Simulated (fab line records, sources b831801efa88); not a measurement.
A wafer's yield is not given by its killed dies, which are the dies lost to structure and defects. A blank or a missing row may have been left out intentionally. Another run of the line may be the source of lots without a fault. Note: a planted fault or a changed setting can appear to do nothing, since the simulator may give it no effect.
Split-lot experiment | flow sfq_line | 5 lots, 23 wafers read, on a route of 325 steps

## SPLIT DETAILS
At SFQ_TRILAYER_I2_VIA_LITHO_COAT_072 (resist thk 62 nm), the setting resist_thk_nm was moved away from the recipe's 62 nm on 6 of the 23 wafers read, by -4.9% to +2.5%. All remaining wafers had this setting at the recipe value.

Reading taken at the split's own step.

## THE READING
BARC_of_TRILAYER_I2_VIA_LITHO_COAT_072.thk_nm (the simulator's own value, which no gauge read), in nm, at SFQ_TRILAYER_I2_VIA_LITHO_COAT_072 (resist thk 62 nm). The file does not state a usual value for it. Average 62.08 nm, standard deviation 0.12 nm, over the 17 wafers here run with the recipe.

wafer  | tool, chamber at the split | resist_thk_nm as run, nm | against the recipe | BARC_of_TRILAYER_I2_VIA_LITHO_COAT_072.thk_nm, nm | against lot-mates on the recipe
L075.1 | litho_track-01, 0          | 62                       | recipe             | 62.16                                             | -
L075.3 | litho_track-01, 0          | 62                       | recipe             | 62                                                | -
L075.6 | litho_track-01, 0          | 62                       | recipe             | 62.12                                             | -
L076.1 | litho_track-01, 0          | 63.57                    | +2.5%              | 63.85                                             | +1.61
L076.2 | litho_track-01, 0          | 62                       | recipe             | 62.38                                             | -
L076.3 | litho_track-01, 0          | 62                       | recipe             | 62.25                                             | -
L076.4 | litho_track-01, 0          | 63.57                    | +2.5%              | 63.79                                             | +1.55
L076.5 | litho_track-01, 0          | 62                       | recipe             | 62.1                                              | -
L079.1 | litho_track-01, 0          | 62                       | recipe             | 62.06                                             | -
L079.2 | litho_track-01, 0          | 62                       | recipe             | 62.02                                             | -
L079.4 | litho_track-01, 0          | 62                       | recipe             | 62.01                                             | -
L079.5 | litho_track-01, 0          | 62                       | recipe             | 61.88                                             | -
L079.6 | litho_track-01, 0          | 62                       | recipe             | 62.08                                             | -
L082.1 | litho_track-04, 0          | 62                       | recipe             | 61.95                                             | -
L082.3 | litho_track-04, 0          | 62                       | recipe             | 62.18                                             | -
L082.4 | litho_track-04, 0          | 59.69                    | -3.7%              | 59.81                                             | -2.22
L082.5 | litho_track-04, 0          | 62                       | recipe             | 61.97                                             | -
L082.6 | litho_track-04, 0          | 59.69                    | -3.7%              | 59.59                                             | -2.44
L085.1 | litho_track-02, 0          | 62                       | recipe             | 62                                                | -
L085.3 | litho_track-02, 0          | 58.99                    | -4.9%              | 59.36                                             | -2.70
L085.4 | litho_track-02, 0          | 62                       | recipe             | 62.15                                             | -
L085.5 | litho_track-02, 0          | 62                       | recipe             | 62.04                                             | -
L085.6 | litho_track-02, 0          | 58.99                    | -4.9%              | 59.2                                              | -2.86

FIT RESULTS
A straight line over all 23 wafers: BARC_of_TRILAYER_I2_VIA_LITHO_COAT_072.thk_nm changes by +0.616 nm for each +1% of resist_thk_nm; r = +0.99; the points scatter about the line by 0.14 nm.
The same after taking each lot's own level away (the mean of its wafers on the recipe; 23 wafers): +0.598 nm for each +1%; r = +1.00; scatter 0.1 nm.
The reading moves by 2.9 nm for the largest change in resist_thk_nm, on that fit.
Across the lots, their own levels run from 62.010 to 62.243 nm, a range of 2.0 times the standard deviation given above.
Consequently the slope shifts little with the lot-to-lot level, the two slopes agreeing.
Check: -2.97 nm against its lot-mates is what the line predicts for one of the wafers moved furthest among these (-4.9%) when that wafer is left out of the fit. Against them it came out at -2.7 nm.

## FURTHER SPLITS ON THESE WAFERS
Other splits were also applied to these wafers ahead of the reading. Each is held against what the fit with the lots' levels taken away leaves over:
other split on the same wafers                      | wafers away from the commonest value | r with BARC_of_TRILAYER_I2_VIA_LITHO_COAT_072.thk_nm (lot level and that fit taken away)
SFQ_TRILAYER_L0_LITHO_PEB_008 peb_time_s            | 10                                   | -0.27
SFQ_TRILAYER_L0_BARC_OPEN_METAL_ETCH_010 icp_w      | 8                                    | +0.28
SFQ_TRILAYER_L0_VIA_LITHO_PEB_016 peb_time_s        | 12                                   | +0.11
SFQ_TRILAYER_M0_LITHO_COAT_026 spin_rpm             | 7                                    | -0.02
SFQ_TRILAYER_I0_VIA_LITHO_COAT_036 spin_rpm         | 6                                    | +0.10
SFQ_TRILAYER_I0_VIA_LITHO_PEB_034 peb_time_s        | 11                                   | -0.12
SFQ_TRILAYER_I0_VIA_BARC_OPEN_VIA_ETCH_046 source_w | 4                                    | +0.35
SFQ_TRILAYER_M1_LITHO_COAT_044 resist_thk_nm        | 12                                   | -0.10
SFQ_TRILAYER_M1_BARC_OPEN_METAL_ETCH_054 time_s     | 11                                   | +0.16
SFQ_TRILAYER_I1_DEP_PECVD_045 time_s                | 11                                   | +0.03
SFQ_TRILAYER_I1_VIA_LITHO_EXPOSE_050 dose_mj        | 8                                    | +0.14
SFQ_TRILAYER_I1_VIA_BARC_OPEN_VIA_ETCH_071 bias_w   | 11                                   | +0.03
SFQ_TRILAYER_M2_LITHO_COAT_057 resist_thk_nm        | 9                                    | -0.19
SFQ_TRILAYER_M2_BARC_OPEN_METAL_ETCH_077 bias_w     | 12                                   | +0.10

## THE FILE'S OWN FIT
BARC_of_TRILAYER_I2_VIA_LITHO_COAT_072.thk_nm changes by +0.597 nm for each +1% of resist_thk_nm, r = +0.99.
